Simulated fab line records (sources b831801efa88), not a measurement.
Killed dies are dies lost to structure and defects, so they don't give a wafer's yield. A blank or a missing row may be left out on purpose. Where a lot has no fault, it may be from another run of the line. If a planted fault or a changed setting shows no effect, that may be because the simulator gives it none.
fab line records    flow gf180mcu
[record] lots = 12  wafers = 35  last-day = 34
route steps=602 shown STI@31 VT_IMPLANT@111 POLY_GATE@169
lots untouched by any fault: they come from a run of this same line in which no faults occurred
start-h: hours from the record's opening day to when the first of the lot's shown wafers began    wait-h: hours since the lot's step before    " the same as in the row above    L1.1+2: a single row standing in for several wafers    - no value present, or no start provided    * or withheld: withheld    < > ~ a bound
route shown NAME@n: NAME is a module with steps in the file, n the number in the route of the first one    usual: average and standard deviation across the fault-free wafers    same: alike in all rows    chamber/n: place in a boat    sites: per-site readings    _std_site: standard deviation of those values    _edge_site: the outer-site mean with the inner-site mean subtracted    radius-mm: how far each site lies from the wafer's centre    mask NAME#n: copy n    behind: the last tool/chamber to shape the wafer    hold: what put the lot on hold/how long, in hours/how the hold closed    device: transistor that didn't switch, given as n, p or np    end of line: the same wafers' tests at the end of the route    where a step has no rows: the recipe by itself    killed: not the wafer's yield, but the dies lost to structure and defects at the first sort    map: the dies of a wafer, with x for killed, . for not killed, _ for no die there
set.NAME: the setting the step ran with; set.NAME@STEP: the setting that earlier step ran with    model.NAME: the simulator's own value behind a step, which no gauge read
steps of the route over a sample of lots; a table a step, a row a wafer
services: a tool's chamber out of use, with start hour (start-h, from the record's first day; less than 0 if before it), hours out, and reason
[[steps]]
[step GF_STI_THK_MEAS_30]
[recipe] reads = SiO2_of_STI_OXIDATION_29
[usual] STI_OXIDATION_02_THK = 10.12/0.22
lot.wafer  tool           chamber  start-h  wait-h  STI_OXIDATION_02_THK[nm]
L506.2     film-metro-01  -        31.23    0.0     10.18
L506.5     "              -        "        "       10.14
L506.6     "              -        "        "       10.24
L508.1     film-metro-01  -        40.09    0.0     10.41
L508.4     "              -        "        "       10.56
L508.5     "              -        "        "       10.32
L509.2     film-metro-03  -        45.61    0.0     9.96
L509.5     "              -        "        "       9.70
L509.6     "              -        "        "       9.93
L510.1     film-metro-02  -        50.64    0.0     10.19
L510.3     "              -        "        "       10.14
L510.5     "              -        "        "       10.10
L513.2     film-metro-03  -        66.78    0.0     10.09
L513.4     "              -        "        "       10.26
L513.6     "              -        "        "       10.08
L520.1     film-metro-03  -        102.61   0.0     9.90
L520.5     "              -        "        "       10.10
L522.1     film-metro-01  -        112.38   0.0     10.12
L522.4     "              -        "        "       10.20
L522.6     "              -        "        "       10.09
L524.2     film-metro-03  -        122.97   0.0     9.96
L524.3     "              -        "        "       9.99
L524.4     "              -        "        "       9.84
L526.2     film-metro-01  -        134.83   0.0     9.97
L526.4     "              -        "        "       9.93
L526.5     "              -        "        "       9.78
L527.4     film-metro-01  -        142.75   0.0     9.96
L527.5     "              -        "        "       10.07
L527.6     "              -        "        "       10.00
L528.1     film-metro-03  -        145.61   0.0     10.07
L528.3     "              -        "        "       9.89
L528.4     "              -        "        "       9.99
L529.1     film-metro-03  -        149.27   0.0     10.32
L529.2     "              -        "        "       10.16
L529.3     "              -        "        "       10.33
[step GF_VT_IMPLANT_TW_MEAS_21]
[usual] VT_IMPLANT_2_TW = 1218/8.8
lot.wafer  tool           chamber  start-h  wait-h  VT_IMPLANT_2_TW
L506.2     film-metro-01  -        126.94   0.1     1203
L506.5     "              -        "        "       1205
L506.6     "              -        "        "       1202
L508.1     film-metro-01  -        139.21   0.1     1202
L508.4     "              -        "        "       1199
L508.5     "              -        "        "       1203
L509.2     film-metro-04  -        143.82   0.1     1214
L509.5     "              -        "        "       1224
L509.6     "              -        "        "       1215
L510.1     film-metro-04  -        149.26   0.1     1228
L510.3     "              -        "        "       1223
L510.5     "              -        "        "       1229
L513.2     film-metro-02  -        170.67   0.1     1220
L513.4     "              -        "        "       1225
L513.6     "              -        "        "       1222
L520.1     film-metro-04  -        213.28   0.1     1222
L520.5     "              -        "        "       1223
L522.1     film-metro-04  -        226.96   0.1     1228
L522.4     "              -        "        "       1221
L522.6     "              -        "        "       1224
L524.2     film-metro-04  -        238.82   0.1     1228
L524.3     "              -        "        "       1227
L524.4     "              -        "        "       1227
L526.2     film-metro-04  -        254.29   0.1     1217
L526.4     "              -        "        "       1223
L526.5     "              -        "        "       1220
L527.4     film-metro-01  -        261.99   0.1     1199
L527.5     "              -        "        "       1201
L527.6     "              -        "        "       1203
L528.1     film-metro-04  -        266.93   0.1     1223
L528.3     "              -        "        "       1229
L528.4     "              -        "        "       1229
L529.1     film-metro-04  -        272.47   0.1     1226
L529.2     "              -        "        "       1218
L529.3     "              -        "        "       1219
[step GF_VT_IMPLANT_STRIP_31]
[recipe] chemistry = O2/N2  power-w = 1400  pressure-mtorr = 1500  platen-temp-c = 250  o2-flow-sccm = 3000  n2-flow-sccm = 300  overash-fraction = 0.5
[usual] drypump-motor-current-A = 5.85/0.23  heater-power-w = 331/13  oes-product-au = 0.716/0.0046  strip-time-to-endpoint-s = 12.62/0.042
lot.wafer  tool             chamber  start-h  wait-h  drypump-motor-current-A  heater-power-w  oes-product-au  rf-hours-counter-h  strip-time-to-endpoint-s
L506.2     plasma-asher-02  1        141.63   0.1     6.09                     312             0.720           37                  12.64
L506.5     "                0        "        "       5.58                     346             0.727           -                   12.63
L506.6     "                1        "        "       6.06                     307             0.712           -                   12.64
L508.1     plasma-asher-04  1        153.73   0.1     5.62                     347             0.716           51                  12.56
L508.4     "                0        "        "       5.72                     318             0.710           -                   12.58
L508.5     "                0        "        "       5.70                     312             0.718           -                   12.61
L509.2     plasma-asher-04  1        158.78   0.1     5.58                     334             0.712           51                  12.60
L509.5     "                1        "        "       5.61                     344             0.716           -                   12.63
L509.6     "                0        "        "       5.69                     317             0.712           -                   12.62
L510.1     plasma-asher-03  1        165.48   0.1     6.14                     335             0.717           51                  12.57
L510.3     "                0        "        "       5.80                     330             0.710           -                   12.58
L510.5     "                0        "        "       5.85                     324             0.714           -                   12.57
L513.2     plasma-asher-02  1        187.76   0.1     6.09                     309             0.719           42                  12.61
L513.4     "                0        "        "       5.61                     351             0.723           -                   12.57
L513.6     "                1        "        "       6.09                     306             0.718           -                   12.54
L520.1     plasma-asher-04  1        231.01   0.1     5.60                     345             0.714           59                  12.64
L520.5     "                0        "        "       5.70                     317             0.717           -                   12.62
L522.1     plasma-asher-02  1        244.63   0.1     6.11                     310             0.715           46                  12.60
L522.4     "                1        "        "       6.05                     312             0.718           -                   12.57
L522.6     "                0        "        "       5.60                     346             0.716           -                   12.59
L524.2     plasma-asher-04  0        257.07   0.1     5.69                     318             0.717           60                  12.67
L524.3     "                1        "        "       5.59                     344             0.708           -                   12.68
L524.4     "                0        "        "       5.69                     322             0.717           -                   12.68
L526.2     plasma-asher-03  0        273.06   0.1     5.82                     329             0.716           63                  12.61
L526.4     "                0        "        "       5.78                     318             0.717           -                   12.58
L526.5     "                1        "        "       6.17                     331             0.715           -                   12.59
L527.4     plasma-asher-03  1        281.39   0.1     6.18                     338             0.704           -                   12.62
L527.5     "                0        "        "       5.80                     331             0.722           -                   12.61
L527.6     "                1        "        "       6.17                     345             0.720           -                   12.62
L528.1     plasma-asher-03  1        287.13   0.1     6.17                     339             0.715           65                  12.66
L528.3     "                0        "        "       5.82                     327             0.716           -                   12.62
L528.4     "                1        "        "       6.18                     337             0.712           -                   12.62
L529.1     plasma-asher-02  0        291.91   0.1     5.60                     349             0.713           51                  12.60
L529.2     "                1        "        "       6.05                     313             0.720           51                  12.60
L529.3     "                0        "        "       5.58                     353             0.712           -                   12.62
[step GF_POLY_GATE_ETCH_12]
[recipe] chemistry = N2/H2  target-depth-a = withheld  overetch-a = withheld  time-s = withheld  target = BARC  ion-energy-ev = 200  source-w = 500  bias-w = 100  pressure-mtorr = 30  n2-flow-sccm = 100  h2-flow-sccm = 200
[usual] drypump-motor-current-A = 5.8/0.36  oes-product-au = 0.735/0.0044  rf-fwd-power-W = 496.0/1.8  throttle-valve-pct = 13.215/0.01
lot.wafer  tool         chamber  start-h  wait-h  drypump-motor-current-A  oes-product-au  rf-fwd-power-W  throttle-valve-pct
L506.2     rie-diel-02  2        197.03   0.0     6.0                      0.738           494.4           13.230
L506.5     "            0        "        "       5.7                      0.729           496.9           13.217
L506.6     "            1        "        "       6.3                      0.740           498.9           13.222
L508.1     rie-diel-02  2        210.33   0.0     6.0                      0.737           494.5           13.220
L508.4     "            0        "        "       5.8                      0.727           497.5           13.241
L508.5     "            0        "        "       5.7                      0.734           496.3           13.210
L509.2     rie-diel-03  2        215.53   0.0     5.5                      0.740           497.0           13.205
L509.5     "            2        "        "       5.6                      0.734           497.4           13.206
L509.6     "            1        "        "       5.4                      0.736           495.5           13.218
L510.1     rie-diel-03  1        222.58   0.0     5.3                      0.733           494.8           13.211
L510.3     "            2        "        "       5.5                      0.732           494.6           13.210
L510.5     "            1        "        "       5.4                      0.733           496.0           13.222
L513.2     rie-diel-04  1        247.25   0.0     6.2                      0.730           493.5           13.187
L513.4     "            0        "        "       5.8                      0.731           499.6           13.208
L513.6     "            1        "        "       6.2                      0.735           495.6           13.217
L520.1     rie-diel-02  3        294.90   0.0     6.1                      0.731           295.5           13.214
L520.5     "            3        "        "       6.1                      0.737           296.2           13.226
L522.1     rie-diel-03  1        309.50   0.0     5.4                      0.740           494.4           13.215
L522.4     "            1        "        "       5.3                      0.736           497.0           13.204
L522.6     "            0        "        "       5.7                      0.732           495.4           13.200
L524.2     rie-diel-04  0        322.60   0.0     5.9                      0.740           496.9           13.200
L524.3     "            1        "        "       6.2                      0.726           496.4           13.202
L524.4     "            3        "        "       5.6                      0.741           493.2           13.204
L526.2     rie-diel-04  2        341.70   0.0     5.1                      0.739           499.1           13.211
L526.4     "            2        "        "       5.1                      0.733           499.2           13.194
L526.5     "            0        "        "       5.9                      0.730           497.9           13.219
L527.4     rie-diel-03  0        348.46   0.0     5.7                      0.732           491.6           13.209
L527.5     "            0        "        "       5.7                      0.731           493.2           13.217
L527.6     "            3        "        "       6.2                      0.730           496.3           13.208
L528.1     rie-diel-02  3        357.46   0.0     6.0                      0.736           493.1           13.211
L528.3     "            1        "        "       6.3                      0.730           497.2           13.221
L528.4     "            2        "        "       5.9                      0.740           495.2           13.218
L529.1     rie-diel-04  1        360.46   0.0     6.2                      0.733           498.1           13.213
L529.2     "            3        "        "       5.6                      0.729           496.6           13.229
L529.3     "            2        "        "       5.1                      0.739           496.6           13.221
[step GF_POLY_GATE_CD_MEAS_18]
[usual] cd-nm = 279.3/1.6
lot.wafer  tool       chamber  start-h  wait-h  cd-nm
L506.2     cd-sem-02  -        198.78   0.1     282.1
L506.5     "          -        "        "       283.1
L506.6     "          -        "        "       280.0
L508.1     cd-sem-01  -        211.89   0.1     280.0
L508.4     "          -        "        "       279.5
L508.5     "          -        "        "       279.8
L509.2     cd-sem-02  -        217.12   0.1     278.2
L509.5     "          -        "        "       277.9
L509.6     "          -        "        "       279.3
L510.1     cd-sem-02  -        224.67   0.1     275.9
L510.3     "          -        "        "       275.8
L510.5     "          -        "        "       276.1
L513.2     cd-sem-01  -        250.16   0.1     278.2
L513.4     "          -        "        "       278.0
L513.6     "          -        "        "       279.3
L520.1     cd-sem-01  -        296.96   0.1     284.2
L520.5     "          -        "        "       284.5
L522.1     cd-sem-01  -        311.06   0.1     280.4
L522.4     "          -        "        "       278.0
L522.6     "          -        "        "       279.1
L524.2     cd-sem-01  -        324.70   0.1     278.5
L524.3     "          -        "        "       279.5
L524.4     "          -        "        "       280.0
L526.2     cd-sem-01  -        344.41   0.1     277.8
L526.4     "          -        "        "       278.4
L526.5     "          -        "        "       278.8
L527.4     cd-sem-01  -        350.11   0.1     278.3
L527.5     "          -        "        "       281.2
L527.6     "          -        "        "       282.0
L528.1     cd-sem-02  -        359.02   0.1     279.9
L528.3     "          -        "        "       281.9
L528.4     "          -        "        "       282.2
L529.1     cd-sem-02  -        362.82   0.1     278.9
L529.2     "          -        "        "       278.4
L529.3     "          -        "        "       277.9
[[services]]
tool             chamber  start-h  hours  kind
rie-diel-03      -        133.33   4.3    pm
rie-diel-02      1        164.30   2.0    repair
rie-diel-03      -        172.91   0.4    repair
rie-diel-04      2        178.96   4.8    repair
rie-diel-02      0        180.31   11.8   repair
plasma-asher-04  -        187.94   2.8    repair
plasma-asher-02  -        200.67   6.0    repair
plasma-asher-02  -        216.60   14.6   pm
rie-diel-02      0        226.19   2.4    repair
rie-diel-02      -        245.53   7.4    repair
rie-diel-04      2        254.44   8.0    repair
plasma-asher-02  -        259.07   4.0    pm
rie-diel-03      2        259.11   3.2    repair
plasma-asher-04  -        271.60   2.8    pm
rie-diel-04      3        281.26   5.8    repair
rie-diel-02      0        283.33   2.7    repair
plasma-asher-03  -        293.37   0.3    repair
rie-diel-04      3        302.13   2.6    repair
rie-diel-03      3        306.31   6.0    repair
rie-diel-02      1        317.67   2.5    repair
plasma-asher-02  -        319.00   11.9   pm
rie-diel-04      -        325.88   0.2    repair
plasma-asher-02  -        330.89   28.1   pm
plasma-asher-03  -        355.53   1.5    repair
[[key]]
[first-sign] step = GF_POLY_GATE_ETCH_12  reading = rf-fwd-power-W  direction = down  sigmas = 99+  usual = 496.0  struck = 295.8
[effect] step = GF_POLY_GATE_CD_MEAS_18  reading = cd-nm  direction = up  sigmas = 3.2  usual = 279.3  struck = 284.3
met-at GF_POLY_GATE_ETCH_12
struck-lots L520
struck-wafers L520.1,L520.5
rows-end L520.1,L520.5
not-acting-at GF_STI_THK_MEAS_30,GF_VT_IMPLANT_TW_MEAS_21,GF_VT_IMPLANT_STRIP_31
[fault] kind = process-parameter-drift  tool = rie-diel-02  chamber = 3  onset-h = 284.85  steps = GF_POLY_GATE_ETCH_12  channel = source-w  offset = -200  shape = step  end-h = 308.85  acts-in = these-recipes-only  stated = 500
// rows-end: these wafers met a further fault down the route, and their rows from its step on are left out
